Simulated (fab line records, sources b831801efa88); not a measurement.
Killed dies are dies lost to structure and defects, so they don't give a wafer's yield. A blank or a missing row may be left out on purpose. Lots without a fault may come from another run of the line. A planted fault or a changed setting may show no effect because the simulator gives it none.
Which tool did it? | flow sky130 | 14 lots, 42 wafers sampled, at 3 steps of a route of 708

WHAT THE GAUGES READ, wafer by wafer
SKY_VT_ADJUST_LVTN_OVL_MEAS_07. Usual: VT_ADJUST_LVTN_OVL -0.3 nm, standard deviation 1.3.
lot  | measured     | on         | VT_ADJUST_LVTN_OVL (nm) | flag
L490 | day 6 21:32  | overlay-01 | 0.5 1.6 1.4             |
L493 | day 7 12:26  | overlay-01 | 0.2 -1.5 -1.8           |
L494 | day 7 19:54  | overlay-01 | -1.6 -0.8 -0.7          |
L495 | day 8 02:12  | overlay-01 | 0.4 0.4 2.3             |
L497 | day 8 19:29  | overlay-01 | 0.9 0.3 -0.9            |
L498 | day 9 02:05  | overlay-01 | 1.0 0.9 0.9             |
L499 | day 9 12:03  | overlay-02 | -1.4 0.1 -1.7           |
L500 | day 9 12:26  | overlay-01 | -0.4 -0.4 -1.5          |
L505 | day 11 10:41 | overlay-01 | -1.2 -0.8 -1.8          |
L509 | day 12 08:29 | overlay-02 | -0.7 -1.7 0.6           |
L510 | day 12 10:32 | overlay-02 | -1.5 -1.5 -1.3          |
L511 | day 12 15:09 | overlay-02 | 0.8 0.8 -0.8            |
L512 | day 12 23:17 | overlay-02 | 0.6 -1.1 0.5            |
L513 | day 13 05:58 | overlay-01 | 1.4 0.0 0.5             |

WHICH TOOL RAN EACH LOT (tool, then ch and the chambers of the sampled wafers, then the start)
lot  | SKY_DNWELL_STRIP_08                 | SKY_VT_ADJUST_HVTP_EXPOSE_04
L490 | plasma_asher-03 ch 0,1, day 3 04:59 | iline_stepper-02 ch 0, day 5 18:04
L493 | plasma_asher-03 ch 0,1, day 3 18:32 | iline_stepper-02 ch 0, day 6 07:48
L494 | plasma_asher-01 ch 0,1, day 4 00:41 | iline_stepper-01 ch 0, day 6 15:16
L495 | plasma_asher-03 ch 0, day 4 05:36   | iline_stepper-01 ch 0, day 6 20:13
L497 | plasma_asher-03 ch 0, day 4 19:23   | iline_stepper-01 ch 0, day 7 12:49
L498 | plasma_asher-04 ch 0,1, day 5 02:32 | iline_stepper-01 ch 0, day 7 18:59
L499 | plasma_asher-01 ch 0,1, day 5 08:38 | iline_stepper-02 ch 0, day 8 04:25
L500 | plasma_asher-03 ch 0,1, day 5 09:02 | iline_stepper-01 ch 0, day 8 04:56
L505 | plasma_asher-03 ch 1, day 6 22:57   | iline_stepper-01 ch 0, day 10 00:34
L509 | plasma_asher-03 ch 0,1, day 7 14:36 | iline_stepper-02, day 10 20:16
L510 | plasma_asher-01 ch 0,1, day 7 15:34 | iline_stepper-01, day 10 22:20
L511 | plasma_asher-03 ch 0, day 7 21:11   | iline_stepper-02 ch 0, day 11 03:16
L512 | plasma_asher-03 ch 0, day 8 02:15   | iline_stepper-01 ch 0, day 11 10:21
L513 | plasma_asher-04 ch 0,1, day 8 10:13 | iline_stepper-02 ch 0, day 11 18:07
- SKY_DNWELL_STRIP_08: strips in O2/N2.
- SKY_VT_ADJUST_HVTP_EXPOSE_04: exposes mask HVTPM, target cd 380 nm.

WHAT THE TOOLS THEMSELVES READ (means of the sampled wafers that have a number; where no wafer has one, the mark that the record gives instead)
SKY_DNWELL_STRIP_08. Usual: drypump_motor_current_A 5.6 A, standard deviation 0.37; n2_flow_sccm 313.5 sccm, standard deviation 0.94; oes_product_au 0.722 a.u., standard deviation 0.0044; strip_time_to_endpoint_s 36.88 s, standard deviation 0.097.
lot  | tool            | drypump_motor_current_A (A) | n2_flow_sccm (sccm) | oes_product_au (a.u.) | strip_time_to_endpoint_s (s) | flag
L490 | plasma_asher-03 | 5.9                         | 313.4               | 0.725                 | 36.95                        |
L493 | plasma_asher-03 | 5.9                         | 313.4               | 0.722                 | 36.83                        |
L494 | plasma_asher-01 | 5.5                         | 313.0               | 0.726                 | 36.83                        |
L495 | plasma_asher-03 | 6.0                         | 313.2               | 0.726                 | 36.74                        |
L497 | plasma_asher-03 | 6.0                         | 312.7               | 0.721                 | 36.85                        |
L498 | plasma_asher-04 | 5.1                         | 314.1               | 0.720                 | 36.91                        |
L499 | plasma_asher-01 | 5.4                         | 313.8               | 0.720                 | 36.89                        |
L500 | plasma_asher-03 | 5.9                         | 313.2               | 0.723                 | 36.83                        |
L505 | plasma_asher-03 | 6.0                         | 313.0               | 0.723                 | 36.80                        |
L509 | plasma_asher-03 | 5.9                         | 313.2               | 0.720                 | 36.95                        |
L510 | plasma_asher-01 | 5.5                         | 313.6               | 0.721                 | 36.96                        |
L511 | plasma_asher-03 | 5.9                         | 313.4               | 0.726                 | 36.96                        |
L512 | plasma_asher-03 | 6.0                         | 314.8               | 0.726                 | 37.00                        |
L513 | plasma_asher-04 | 5.1                         | 312.3               | 0.725                 | 36.94                        |

SKY_VT_ADJUST_HVTP_EXPOSE_04. Usual: exposure_dose_mJ_cm2 139.16, standard deviation 0.15; focus_offset_nm 0.0 nm, standard deviation 0.54; reticle_temp_C 23.01 C, standard deviation 0.1.
lot  | tool             | exposure_dose_mJ_cm2 | focus_offset_nm (nm) | reticle_temp_C (C) | flag
L490 | iline_stepper-02 | 139.29               | -0.6                 | 23.00              |
L493 | iline_stepper-02 | 139.14               | -0.1                 | 23.00              |
L494 | iline_stepper-01 | 138.91               | -0.9                 | 23.11              |
L495 | iline_stepper-01 | 139.31               | 0.4                  | 23.05              |
L497 | iline_stepper-01 | 139.20               | -0.4                 | 23.01              |
L498 | iline_stepper-01 | 139.21               | -0.5                 | 23.03              |
L499 | iline_stepper-02 | 139.26               | 0.1                  | 22.95              |
L500 | iline_stepper-01 | 139.21               | 0.1                  | 23.04              |
L505 | iline_stepper-01 | 139.33               | 0.0                  | 22.80              |
L509 | iline_stepper-02 | -                    | -                    | -                  | OFF
L510 | iline_stepper-01 | -                    | -                    | -                  | OFF
L511 | iline_stepper-02 | 139.27               | -0.0                 | 23.08              |
L512 | iline_stepper-01 | 139.04               | -0.4                 | 22.97              |
L513 | iline_stepper-02 | 139.28               | 0.0                  | 23.04              |

THE ANSWER, worked out from the rows above alone
Rule: a lot is off if the mean of its wafers that have a number lies more than 3 standard deviations from the usual mean. A lot without any number at a reading at which 4 lots or more have one is off too. The other lots that the step has rows for count as sound. The gauges are gone through in route order, then the tools' own readings, and for those a lot's mean is taken as printed above. The first step at which some lot is off is used, and at that step the reading that is off furthest; a lot without a number counts as furthest.
Off: L509, L510, at SKY_VT_ADJUST_HVTP_EXPOSE_04 (exposure_dose_mJ_cm2). Without a number there: L509, L510.
A tool fits if, at that step or a process step before it, it ran every lot that is off, and no sound lot after the first of them. None of those tried fits.

WHAT THE SIMULATOR HAD PUT IN
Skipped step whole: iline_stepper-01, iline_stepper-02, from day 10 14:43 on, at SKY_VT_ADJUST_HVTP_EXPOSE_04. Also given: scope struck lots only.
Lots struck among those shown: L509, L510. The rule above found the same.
